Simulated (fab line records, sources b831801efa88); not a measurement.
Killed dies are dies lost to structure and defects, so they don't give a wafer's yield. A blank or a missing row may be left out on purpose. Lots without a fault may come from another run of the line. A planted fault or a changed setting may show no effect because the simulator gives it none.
One fault seen from 2 desks | flow gf180mcu | each desk has only its own numbers; what lay behind them comes last

THE METROLOGY DESK
What the gauges read, lot by lot, whatever tool the lot ran on: means of the sampled wafers that have a number. A lot is out of limits, marked OUT, if its mean lies more than 4 standard deviations from the usual mean; the brackets give that distance.
Columns: A = TOP_METAL_ALCU_RS at GF_TOP_METAL_RS_MEAS_05, usual 0.0328 ohm/sq
lot  | first seen here | A
L805 | day 27 04:38    | 0.0327
L807 | day 28 00:02    | 0.0329
L808 | day 28 02:58    | 0.0330
L809 | day 28 13:17    | 0.0325
L810 | day 28 22:48    | 0.0332
L811 | day 29 01:36    | 0.0331
L812 | day 29 09:29    | 0.0327
L813 | day 29 22:00    | 0.0331
L824 | day 32 16:32    | 0.0331
L825 | day 32 22:27    | 0.0328
L826 | day 33 02:34    | 0.0329
L828 | day 33 11:28    | 0.0330
L827 | day 33 13:10    | 0.0329
This desk's finding: nothing out of limits on any of the 13 lots.

THE TOOL OWNER'S DESK: pvd_sputter-01
The tool's own readings at GF_SALICIDE_SPUTTER_03 (material TiN, target thk 20 nm, time 16.7 s): means of the sampled wafers that have a number, for each lot that ran on this tool. A lot is out of limits, marked OUT, if its mean lies more than 4 standard deviations from the usual mean; the brackets give that distance.
Columns: A = throttle_valve_pct at GF_SALICIDE_SPUTTER_03, usual 30.1 %
lot  | first seen here | A
L808 | day 16 02:20    | 30.1
L810 | day 16 23:18    | 30.4
L811 | day 17 04:59    | 30.7
L812 | day 17 15:24    | 30.3
L813 | day 18 04:42    | 30.4
L824 | day 21 21:25    | 30.3
L825 | day 22 08:12    | 30.3
L828 | day 23 02:17    | 30.8
L827 | day 23 06:58    | 30.1
This desk's finding: nothing out of limits on any of the 9 lots.

PUT TOGETHER
The metrology desk saw nothing out of limits.
The tool owner's desk saw nothing out of limits.

WHAT THE SIMULATOR HAD PUT IN
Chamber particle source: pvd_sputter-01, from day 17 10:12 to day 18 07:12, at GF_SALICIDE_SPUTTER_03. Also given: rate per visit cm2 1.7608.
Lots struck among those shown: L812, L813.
